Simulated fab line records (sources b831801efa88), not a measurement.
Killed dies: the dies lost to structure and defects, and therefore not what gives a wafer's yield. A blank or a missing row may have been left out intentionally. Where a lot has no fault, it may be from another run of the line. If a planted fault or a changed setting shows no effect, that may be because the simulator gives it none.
8D (eight disciplines) problem report, filled in by code ; flow sky130 ; the parts of the form that need people (team, actions taken, sign-off) are left out

== 1. WHAT IS WRONG ==
SKY_LOCAL_INTERCONNECT_SPUTTER_00, chamber_pressure_pa: mean 0.4212 Pa over 1 wafer from 1 lot; wafers with no fault: 0.4000 Pa, standard deviation 0.00086. That is +25 standard deviations from the usual mean.
The step: material TiN, target thk 100 nm, time 83.3 s.
Seen first at day 31 06:52 on pvd_sputter-03, wafer L973.3. At this step, 39 wafers from 13 lots have a number in the record. The rule behind "out" and "out of limits": a value lying over 4 standard deviations away from the usual mean. Any other wafer with a number is counted as sound.

== 2. WHAT IT IS; WHAT IT IS NOT ==
question;is;is not
which readings at this step;chamber_pressure_pa;throttle_valve_pct
which lots;L973;L968, L969, L970, L981, L982, L983, L984, L985, L987, L988, L989, L991
which wafers of those lots;L973.3;L973.4, L973.5
read on which tools;pvd_sputter-03;pvd_sputter-01, pvd_sputter-02
when;from day 31 06:52;"up to then (11 sound wafers); but 27 sound wafers of L981, L982, L983, L984, L985, L987, L988, L989, L991 came after"

== 3. SUSPECTS, AND WHAT RULES EACH OUT ==
Counting: a tool at a process step up to the reading stays a suspect if it ran every lot that is out. Sound lots after the first of them don't rule it out here, since some wafers of a struck lot are sound.
- rie_diel-04 at SKY_LI_CONTACT_ETCH_14 (etches BARC in N2/H2, stops on SiO2, time 45.9 s, target depth 60 nm): kept. It ran the lot that is out, L973 (day 31 05:41); its last sound lot up to then is L970 (day 29 22:02).
- pvd_sputter-04 at SKY_LI_CONTACT_SPUTTER_20 (material TiN, target thk 20 nm, time 80 s): kept. It ran the lot that is out, L973 (day 31 06:12); its last sound lot up to then is L968 (day 29 03:20).
- pvd_sputter-03 at SKY_LOCAL_INTERCONNECT_SPUTTER_00 (material TiN, target thk 100 nm, time 83.3 s): kept. It ran the lot that is out, L973 (day 31 06:52); its last sound lot up to then is L969 (day 29 20:14). Out on those wafers are its own readings of chamber_pressure_pa.
- rie_diel-04, SKY_LI_CONTACT_ETCH_14: wafers that are out in chamber 0, sound lot-mates in chambers 1, 3.
rie_diel-04 at SKY_LI_CONTACT_ETCH_14, pvd_sputter-04 at SKY_LI_CONTACT_SPUTTER_20 and pvd_sputter-03 at SKY_LOCAL_INTERCONNECT_SPUTTER_00 are what is left after counting.

== 4. THE CAUSE (what the simulator had put in) ==
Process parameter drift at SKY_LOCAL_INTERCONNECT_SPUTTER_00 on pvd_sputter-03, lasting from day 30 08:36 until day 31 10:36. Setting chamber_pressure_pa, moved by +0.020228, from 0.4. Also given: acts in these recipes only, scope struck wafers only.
This tool is one of the 3 suspects left after counting.

== 5. THE CHAIN OF EFFECTS, in route order ==
One row per reading whose mean, taken over the struck wafers that have a number, lies over 3 standard deviations from the usual. Readings are gone through only where the record gives a usual standard deviation; hours: the median, over the lots, of the time from a lot's start at the first step in this table giving one to that lot's start at this step; sigmas: the change measured in usual standard deviations.
hours;step;reading;usual;on struck wafers;change;sigmas
0;SKY_LOCAL_INTERCONNECT_SPUTTER_00;chamber_pressure_pa;0.4000 Pa;0.4212;+0.0212;+25
Here are the process steps it includes:
- SKY_LOCAL_INTERCONNECT_SPUTTER_00: material TiN, target thk 100 nm, time 83.3 s.

== 6. HOW IT WOULD HAVE BEEN CAUGHT EARLIER ==
In this record the first reading out of limits was taken at day 31 06:52, 22 hours after the fault began at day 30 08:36.
